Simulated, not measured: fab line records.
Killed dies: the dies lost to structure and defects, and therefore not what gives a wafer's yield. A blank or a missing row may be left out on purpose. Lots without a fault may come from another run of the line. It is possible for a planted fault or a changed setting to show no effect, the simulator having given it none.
Which tool did it? / flow sky130 / 14 lots with 42 wafers sampled at 4 steps, on a route of 708 steps

== WHAT THE GAUGES READ, wafer by wafer ==
No reading from a measuring or inspecting step in the record can be judged against a usual standard deviation.

== WHICH TOOL RAN EACH LOT (tool, then ch and the chambers of the sampled wafers, then the start) ==
lot=L352; SKY_LDD_N_IMPLANT_12=implanter-02 ch 0, day 17 16:14; SKY_METAL2_SPUTTER_03=pvdSputter-01, day 33 20:05; SKY_VIA2_SPUTTER_20=pvdSputter-03, day 36 03:10; SKY_CAPM_CVD_00=pecvd-04 ch 0,1,2, day 36 03:59
lot=L353; SKY_LDD_N_IMPLANT_12=implanter-03 ch 0, day 18 02:06; SKY_METAL2_SPUTTER_03=pvdSputter-01, day 34 05:44; SKY_VIA2_SPUTTER_20=pvdSputter-02, day 36 12:08; SKY_CAPM_CVD_00=pecvd-03 ch 1,2, day 36 12:57
lot=L355; SKY_LDD_N_IMPLANT_12=implanter-01 ch 0, day 18 18:56; SKY_METAL2_SPUTTER_03=pvdSputter-02, day 34 23:05; SKY_VIA2_SPUTTER_20=pvdSputter-02, day 37 05:49; SKY_CAPM_CVD_00=pecvd-04 ch 0,1,2, day 37 06:38
lot=L357; SKY_LDD_N_IMPLANT_12=implanter-02 ch 0, day 19 11:52; SKY_METAL2_SPUTTER_03=pvdSputter-01, day 35 09:45; SKY_VIA2_SPUTTER_20=pvdSputter-01, day 37 16:50; SKY_CAPM_CVD_00=pecvd-01 ch 1,2, day 37 17:40
lot=L358; SKY_LDD_N_IMPLANT_12=implanter-03 ch 0, day 20 00:18; SKY_METAL2_SPUTTER_03=pvdSputter-04, day 35 22:49; SKY_VIA2_SPUTTER_20=pvdSputter-01, day 38 04:07; SKY_CAPM_CVD_00=pecvd-03 ch 0,1, day 38 04:56
lot=L361; SKY_LDD_N_IMPLANT_12=implanter-01 ch 0, day 20 21:49; SKY_METAL2_SPUTTER_03=pvdSputter-04, day 36 19:59; SKY_VIA2_SPUTTER_20=pvdSputter-01, day 39 00:19; SKY_CAPM_CVD_00=pecvd-03 ch 0,1,2, day 39 01:08
lot=L364; SKY_LDD_N_IMPLANT_12=implanter-01 ch 0, day 22 04:40; SKY_METAL2_SPUTTER_03=pvdSputter-04, day 37 15:34; SKY_VIA2_SPUTTER_20=pvdSputter-03, day 39 20:17; SKY_CAPM_CVD_00=pecvd-03 ch 1,2, day 39 21:07
lot=L368; SKY_LDD_N_IMPLANT_12=implanter-01 ch 0, day 23 16:59; SKY_METAL2_SPUTTER_03=pvdSputter-01, day 39 01:56; SKY_VIA2_SPUTTER_20=pvdSputter-02, day 41 04:46; SKY_CAPM_CVD_00=pecvd-04 ch 0,2, day 41 05:35
lot=L369; SKY_LDD_N_IMPLANT_12=implanter-03 ch 0, day 23 21:58; SKY_METAL2_SPUTTER_03=pvdSputter-02, day 39 04:50; SKY_VIA2_SPUTTER_20=pvdSputter-01, day 41 08:04; SKY_CAPM_CVD_00=pecvd-01 ch 1, day 41 08:53
lot=L370; SKY_LDD_N_IMPLANT_12=implanter-03 ch 0, day 24 04:02; SKY_METAL2_SPUTTER_03=pvdSputter-02, day 39 15:09; SKY_VIA2_SPUTTER_20=pvdSputter-01, day 41 17:48; SKY_CAPM_CVD_00=pecvd-01 ch 2, day 41 18:38
lot=L371; SKY_LDD_N_IMPLANT_12=implanter-03 ch 0, day 24 22:25; SKY_METAL2_SPUTTER_03=pvdSputter-01, day 40 02:26; SKY_VIA2_SPUTTER_20=pvdSputter-02, day 42 05:20; SKY_CAPM_CVD_00=pecvd-04 ch 1,2, day 42 06:14
lot=L373; SKY_LDD_N_IMPLANT_12=implanter-03 ch 0, day 25 06:12; SKY_METAL2_SPUTTER_03=pvdSputter-02, day 40 10:08; SKY_VIA2_SPUTTER_20=pvdSputter-02, day 42 12:45; SKY_CAPM_CVD_00=pecvd-04 ch 0,2, day 42 13:34
lot=L374; SKY_LDD_N_IMPLANT_12=implanter-02 ch 0, day 25 15:20; SKY_METAL2_SPUTTER_03=pvdSputter-01, day 40 16:44; SKY_VIA2_SPUTTER_20=pvdSputter-01, day 42 18:28; SKY_CAPM_CVD_00=pecvd-03 ch 0,2, day 42 19:17
lot=L375; SKY_LDD_N_IMPLANT_12=implanter-02 ch 0, day 25 19:59; SKY_METAL2_SPUTTER_03=pvdSputter-04, day 40 17:54; SKY_VIA2_SPUTTER_20=pvdSputter-02, day 42 20:04; SKY_CAPM_CVD_00=pecvd-04 ch 0,2, day 42 20:53
- SKY_LDD_N_IMPLANT_12
- SKY_METAL2_SPUTTER_03: material Ti, target thk 5 nm, time 3.3 s.
- SKY_VIA2_SPUTTER_20: material TiN, target thk 20 nm, time 80 s.
- SKY_CAPM_CVD_00: deposits SiO2, target thk 15.5 nm.

== WHAT THE TOOLS THEMSELVES READ (means of the sampled wafers that have a number; where no wafer has one, the mark that the record gives instead) ==
SKY_LDD_N_IMPLANT_12.
lot=L352 tool=implanter-02 beamEnergyKeV=50.011
lot=L353 tool=implanter-03 beamEnergyKeV=49.977
lot=L355 tool=implanter-01 beamEnergyKeV=49.990
lot=L357 tool=implanter-02 beamEnergyKeV=49.993
lot=L358 tool=implanter-03 beamEnergyKeV=50.008
lot=L361 tool=implanter-01 beamEnergyKeV=49.994
lot=L364 tool=implanter-01 beamEnergyKeV=38.016
lot=L368 tool=implanter-01 beamEnergyKeV=37.993
lot=L369 tool=implanter-03 beamEnergyKeV=50.004
lot=L370 tool=implanter-03 beamEnergyKeV=49.995
lot=L371 tool=implanter-03 beamEnergyKeV=49.995
lot=L373 tool=implanter-03 beamEnergyKeV=50.001
lot=L374 tool=implanter-02 beamEnergyKeV=49.983
lot=L375 tool=implanter-02 beamEnergyKeV=50.012

SKY_METAL2_SPUTTER_03.
lot=L352; tool=pvdSputter-01; throttleValvePct (%)=29.8
lot=L353; tool=pvdSputter-01; throttleValvePct (%)=31.0
lot=L355; tool=pvdSputter-02; throttleValvePct (%)=30.2
lot=L357; tool=pvdSputter-01; throttleValvePct (%)=30.2
lot=L358; tool=pvdSputter-04; throttleValvePct (%)=29.4
lot=L361; tool=pvdSputter-04; throttleValvePct (%)=30.2
lot=L364; tool=pvdSputter-04; throttleValvePct (%)=29.3
lot=L368; tool=pvdSputter-01; throttleValvePct (%)=30.7
lot=L369; tool=pvdSputter-02; throttleValvePct (%)=30.3
lot=L370; tool=pvdSputter-02; throttleValvePct (%)=30.3
lot=L371; tool=pvdSputter-01; throttleValvePct (%)=30.5
lot=L373; tool=pvdSputter-02; throttleValvePct (%)=30.7
lot=L374; tool=pvdSputter-01; throttleValvePct (%)=31.1
lot=L375; tool=pvdSputter-04; throttleValvePct (%)=30.8

SKY_VIA2_SPUTTER_20.
lot=L352; tool=pvdSputter-03; throttleValvePct (%)=29.5
lot=L353; tool=pvdSputter-02; throttleValvePct (%)=30.8
lot=L355; tool=pvdSputter-02; throttleValvePct (%)=30.2
lot=L357; tool=pvdSputter-01; throttleValvePct (%)=30.7
lot=L358; tool=pvdSputter-01; throttleValvePct (%)=30.3
lot=L361; tool=pvdSputter-01; throttleValvePct (%)=30.2
lot=L364; tool=pvdSputter-03; throttleValvePct (%)=29.6
lot=L368; tool=pvdSputter-02; throttleValvePct (%)=30.2
lot=L369; tool=pvdSputter-01; throttleValvePct (%)=31.7
lot=L370; tool=pvdSputter-01; throttleValvePct (%)=31.0
lot=L371; tool=pvdSputter-02; throttleValvePct (%)=30.9
lot=L373; tool=pvdSputter-02; throttleValvePct (%)=30.7
lot=L374; tool=pvdSputter-01; throttleValvePct (%)=30.2
lot=L375; tool=pvdSputter-02; throttleValvePct (%)=30.3

SKY_CAPM_CVD_00.
lot=L352; tool=pecvd-04; heaterPowerOuterW (W)=367; heaterPowerW (W)=625
lot=L353; tool=pecvd-03; heaterPowerOuterW (W)=368; heaterPowerW (W)=663
lot=L355; tool=pecvd-04; heaterPowerOuterW (W)=366; heaterPowerW (W)=629
lot=L357; tool=pecvd-01; heaterPowerOuterW (W)=455; heaterPowerW (W)=740
lot=L358; tool=pecvd-03; heaterPowerOuterW (W)=357; heaterPowerW (W)=661
lot=L361; tool=pecvd-03; heaterPowerOuterW (W)=360; heaterPowerW (W)=663
lot=L364; tool=pecvd-03; heaterPowerOuterW (W)=395; heaterPowerW (W)=700
lot=L368; tool=pecvd-04; heaterPowerOuterW (W)=417; heaterPowerW (W)=674
lot=L369; tool=pecvd-01; heaterPowerOuterW (W)=399; heaterPowerW (W)=668
lot=L370; tool=pecvd-01; heaterPowerOuterW (W)=488; heaterPowerW (W)=777
lot=L371; tool=pecvd-04; heaterPowerOuterW (W)=367; heaterPowerW (W)=608
lot=L373; tool=pecvd-04; heaterPowerOuterW (W)=427; heaterPowerW (W)=691
lot=L374; tool=pecvd-03; heaterPowerOuterW (W)=404; heaterPowerW (W)=743
lot=L375; tool=pecvd-04; heaterPowerOuterW (W)=407; heaterPowerW (W)=680

== THE ANSWER, worked out from the rows above alone ==
Rule: usual is defined by the lots themselves. The widest of any qualifying gaps counts: lots, ordered by their means at a reading, are off when they make up no more than a third of the lots, leave a main group of 4 or more, and stand apart from it by 3 or more times the standard deviation of that group's means. If all means in a main group match to the digits the tables above print for the reading, that group is not used. Also off: a lot with no number at a reading for which 4 or more lots have one. Where the step has rows for the other lots, those lots are counted as sound. The gauges are gone through in route order, then the tools' own readings, and for those a lot's mean is taken as printed above. At the first step where some lot is off, the reading lying furthest off is the one used; lots without a number count as furthest.
Off: L364, L368 (SKY_LDD_N_IMPLANT_12, beamEnergyKeV). For the main group the mean is 49.997 and the standard deviation 0.01.
If a tool, at that step or one of the process steps before it, ran each lot that is off and ran no sound lot following the first of them, it fits. One candidate fits, namely implanter-01 at SKY_LDD_N_IMPLANT_12. A fault onset in the window from L361 (day 20 21:49, its last sound lot) to L364 (day 22 04:40, its first lot off) fits.
On the lots that are off, the tool's own readings at SKY_LDD_N_IMPLANT_12 differ by more than 5 times the standard deviation of the sound lots' means, which bears it out; beamEnergyKeV reads 38.005 there versus 49.997 on the sound lots.

== WHAT HAD BEEN PUT IN BY THE SIMULATOR ==
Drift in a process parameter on implanter-01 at SKY_LDD_N_IMPLANT_12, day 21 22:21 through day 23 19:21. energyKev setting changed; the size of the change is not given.
Lots struck among those shown: L364, L368. The rule above found the same.
